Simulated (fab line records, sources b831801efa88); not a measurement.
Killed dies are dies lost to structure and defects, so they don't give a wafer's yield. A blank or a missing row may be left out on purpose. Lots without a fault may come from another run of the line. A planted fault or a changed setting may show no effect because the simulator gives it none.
Which tool did it? | flow gf180mcu | 24 lots, 72 wafers sampled, at 2 steps of a route of 602

WHAT THE GAUGES READ, wafer by wafer
GF_V2_THK_MEAS_01. Usual: V2_CVD_00_THK 601 nm, standard deviation 6.1.
lot  | measured     | on            | V2_CVD_00_THK (nm) | flag
L074 | day 19 08:43 | film_metro-02 | 611 604 611        |
L075 | day 19 16:53 | film_metro-01 | 590 598 600        |
L076 | day 19 19:32 | film_metro-03 | 611 608 602        |
L077 | day 20 06:52 | film_metro-02 | 599 600 595        |
L078 | day 20 10:20 | film_metro-03 | 601 597 588        |
L080 | day 21 19:17 | film_metro-02 | 604 599 597        |
L079 | day 21 21:32 | film_metro-02 | 596 597 597        |
L081 | day 22 00:44 | film_metro-03 | 609 612 607        |
L082 | day 22 05:28 | film_metro-02 | 603 605 602        |
L083 | day 23 00:12 | film_metro-03 | 609 612 603        |
L085 | day 23 06:18 | film_metro-02 | 603 611 604        |
L084 | day 23 07:16 | film_metro-03 | 602 606 611        |
L086 | day 23 12:25 | film_metro-02 | 601 597 589        |
L087 | day 23 16:16 | film_metro-03 | 603 609 596        |
L088 | day 24 10:44 | film_metro-02 | 609 597 601        |
L090 | day 25 01:54 | film_metro-01 | 597 606 600        |
L089 | day 25 03:14 | film_metro-02 | 609 595 599        |
L091 | day 25 19:51 | film_metro-01 | 604 602 607        |
L092 | day 25 20:37 | film_metro-02 | 600 605 607        |
L093 | day 25 20:59 | film_metro-03 | 603 605 600        |
L094 | day 26 18:46 | film_metro-02 | 606 606 595        |
L096 | day 26 22:31 | film_metro-03 | 592 604 601        |
L095 | day 27 00:07 | film_metro-03 | 588 606 603        |
L097 | day 27 05:56 | film_metro-01 | 594 600 594        |

GF_V3_OVL_MEAS_15. Usual: V3_OVL -3 nm, standard deviation 5.3.
lot  | measured     | on         | V3_OVL (nm) | flag
L074 | day 22 13:36 | overlay-01 | -9 -7 -9    |
L075 | day 22 20:21 | overlay-01 | -4 3 -7     |
L076 | day 22 23:04 | overlay-01 | 1 -4 4      |
L077 | day 23 08:30 | overlay-01 | -5 -12 -4   |
L078 | day 23 12:16 | overlay-01 | 1 3 7       |
L080 | day 24 18:57 | overlay-01 | -4 -2 1     |
L079 | day 24 21:15 | overlay-01 | -5 -3 1     |
L081 | day 24 23:53 | overlay-02 | 3 1 1       |
L082 | day 25 04:42 | overlay-01 | -2 0 -6     |
L083 | day 25 21:12 | overlay-02 | 5 -3 -6     |
L085 | day 26 03:00 | overlay-02 | -6 -6 -15   |
L084 | day 26 04:41 | overlay-01 | 2 -3 2      |
L086 | day 26 08:15 | overlay-01 | 2 -5 1      |
L087 | day 26 11:05 | overlay-01 | -6 -4 -12   |
L088 | day 27 04:13 | overlay-02 | -3 -4 3     |
L090 | day 27 18:39 | overlay-02 | 0 -3 -6     |
L089 | day 27 21:38 | overlay-02 | -7 -2 -1    |
L091 | day 28 11:52 | overlay-02 | 6 10 1      |
L092 | day 28 12:52 | overlay-02 | 0 -2 0      |
L093 | day 28 13:12 | overlay-01 | -1 6 9      |
L094 | day 29 09:00 | overlay-02 | -14 -15 -10 |
L096 | day 29 13:59 | overlay-02 | 0 -7 -8     |
L095 | day 29 14:20 | overlay-01 | -5 -8 -9    |
L097 | day 29 19:47 | overlay-02 | -2 -12 -13  |

WHICH TOOL RAN EACH LOT (tool, then ch and the chambers of the sampled wafers, then the start)
The record holds no process step before these readings.

WHAT THE TOOLS THEMSELVES READ (means of the sampled wafers that have a number; where no wafer has one, the mark that the record gives instead)
The record holds no such reading with a usual standard deviation.

THE ANSWER, worked out from the rows above alone
Rule: a lot is off if the mean of its wafers that have a number lies more than 3 standard deviations from the usual mean. A lot without any number at a reading at which 4 lots or more have one is off too. The other lots that the step has rows for count as sound. The gauges are gone through in route order, then the tools' own readings, and for those a lot's mean is taken as printed above. The first step at which some lot is off is used, and at that step the reading that is off furthest; a lot without a number counts as furthest.
No lot is off at any reading shown: from this, nothing can be told.

WHAT THE SIMULATOR HAD PUT IN
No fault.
